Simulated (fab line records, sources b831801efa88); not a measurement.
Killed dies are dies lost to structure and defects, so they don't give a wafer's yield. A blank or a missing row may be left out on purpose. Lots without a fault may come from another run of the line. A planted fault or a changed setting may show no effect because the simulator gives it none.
Which tool did it? | flow sky130 | 12 lots, 36 wafers sampled, at 3 steps of a route of 708

WHAT THE GAUGES READ, wafer by wafer
SKY_PASSIVATION_THK_MEAS_03.
lot  | measured     | on            | PASSIVATION_CVD_02_THK (nm)
L236 | day 44 09:28 | film_metro-02 | 544 542 537
L237 | day 44 10:07 | film_metro-04 | 537 527 540
L238 | day 44 21:20 | film_metro-04 | 538 552 537
L241 | day 45 15:25 | film_metro-04 | 542 554 557
L244 | day 46 02:55 | film_metro-02 | 530 535 544
L246 | day 46 13:18 | film_metro-04 | 531 542 547
L245 | day 46 15:12 | film_metro-02 | 525 546 531
L247 | day 47 00:11 | film_metro-03 | 540 551 538
L248 | day 47 00:32 | film_metro-03 | 536 543 548
L249 | day 47 01:28 | film_metro-02 | 526 533 543
L250 | day 47 07:17 | film_metro-03 | 537 539 523
L251 | day 47 12:37 | film_metro-03 | 543 538 555

WHICH TOOL RAN EACH LOT (tool, then ch and the chambers of the sampled wafers, then the start)
lot  | SKY_CONTACT_CMP_27            | SKY_METAL5_SPUTTER_04
L236 | cmp-02 ch 1,2,3, day 32 07:00 | pvd_sputter-04, day 43 10:10
L237 | cmp-02 ch 2,3, day 32 10:01   | pvd_sputter-03, day 43 10:53
L238 | cmp-02 ch 1,2,3, day 32 22:17 | pvd_sputter-01, day 43 22:06
L241 | cmp-01 ch 0,3, day 33 20:40   | pvd_sputter-03, day 44 16:57
L244 | cmp-01 ch 0,1,3, day 34 11:17 | pvd_sputter-03, day 45 04:56
L246 | cmp-02 ch 2,3, day 35 01:44   | pvd_sputter-01, day 45 14:59
L245 | cmp-02 ch 0,1,3, day 35 04:10 | pvd_sputter-03, day 45 17:02
L247 | cmp-02 ch 1,2, day 35 12:34   | pvd_sputter-01, day 46 01:36
L248 | cmp-01 ch 0,1,3, day 35 15:43 | pvd_sputter-03, day 46 01:56
L249 | cmp-02 ch 0,1,2, day 35 15:44 | pvd_sputter-03, day 46 03:17
L250 | cmp-02 ch 0,2,3, day 36 01:03 | pvd_sputter-03, day 46 10:25
L251 | cmp-01 ch 0,1,2, day 36 06:32 | pvd_sputter-01, day 46 16:02
- SKY_CONTACT_CMP_27: polishes, stops on SiO2, t overpolish 15 s, target thk 0 nm.
- SKY_METAL5_SPUTTER_04: material TiN, target thk 70 nm, time 58.3 s.

WHAT THE TOOLS THEMSELVES READ (means of the sampled wafers that have a number; where no wafer has one, the mark that the record gives instead)
SKY_CONTACT_CMP_27.
lot  | tool   | edge_zone_pressure_frac | motor_current_A (A) | overpolish_run_s (s) | time_to_endpoint_s (s)
L236 | cmp-02 | 1.002                   | 12.0                | 14.998               | 81
L237 | cmp-02 | 1.001                   | 12.7                | 15.010               | 83
L238 | cmp-02 | 1.003                   | 12.0                | 15.002               | 80
L241 | cmp-01 | 0.996                   | 9.9                 | 15.004               | 78
L244 | cmp-01 | 1.002                   | 10.2                | 14.996               | 83
L246 | cmp-02 | 0.999                   | 12.9                | 14.995               | 82
L245 | cmp-02 | 1.000                   | 11.5                | 15.004               | 82
L247 | cmp-02 | 0.998                   | 11.8                | 14.991               | 76
L248 | cmp-01 | 1.005                   | 10.6                | 14.996               | 83
L249 | cmp-02 | 0.998                   | 11.4                | 14.998               | 79
L250 | cmp-02 | 1.002                   | 11.8                | 14.994               | 84
L251 | cmp-01 | 1.000                   | 10.2                | 15.002               | 83

SKY_METAL5_SPUTTER_04.
lot  | tool           | cathode_dc_power_W (W) | throttle_valve_pct (%)
L236 | pvd_sputter-04 | 6499.5                 | 29.8
L237 | pvd_sputter-03 | 6499.6                 | 29.0
L238 | pvd_sputter-01 | 6500.5                 | 29.6
L241 | pvd_sputter-03 | 6499.9                 | 29.5
L244 | pvd_sputter-03 | 6500.9                 | 29.2
L246 | pvd_sputter-01 | 6499.9                 | 29.8
L245 | pvd_sputter-03 | 6500.3                 | 29.6
L247 | pvd_sputter-01 | 6499.8                 | 29.9
L248 | pvd_sputter-03 | 6501.2                 | 29.1
L249 | pvd_sputter-03 | 6499.7                 | 29.3
L250 | pvd_sputter-03 | 6499.6                 | 29.1
L251 | pvd_sputter-01 | 6500.0                 | 29.5

THE ANSWER, worked out from the rows above alone
Rule: what is usual is taken from the lots themselves. Put in order of their means at a reading, lots are off if they are a third of the lots or fewer, leave a main group of 4 or more, and stand apart from it by a gap of 3 or more times the standard deviation of the main group's means; of several such gaps the widest counts. A main group whose means are all the same, to the digits that the tables above print for the reading, isn't used. A lot without any number at a reading at which 4 lots or more have one is off too. The other lots that the step has rows for count as sound. The gauges are gone through in route order, then the tools' own readings, and for those a lot's mean is taken as printed above. The first step at which some lot is off is used, and at that step the reading that is off furthest; a lot without a number counts as furthest.
No lot is off at any reading shown: from this, nothing can be told.

WHAT THE SIMULATOR HAD PUT IN
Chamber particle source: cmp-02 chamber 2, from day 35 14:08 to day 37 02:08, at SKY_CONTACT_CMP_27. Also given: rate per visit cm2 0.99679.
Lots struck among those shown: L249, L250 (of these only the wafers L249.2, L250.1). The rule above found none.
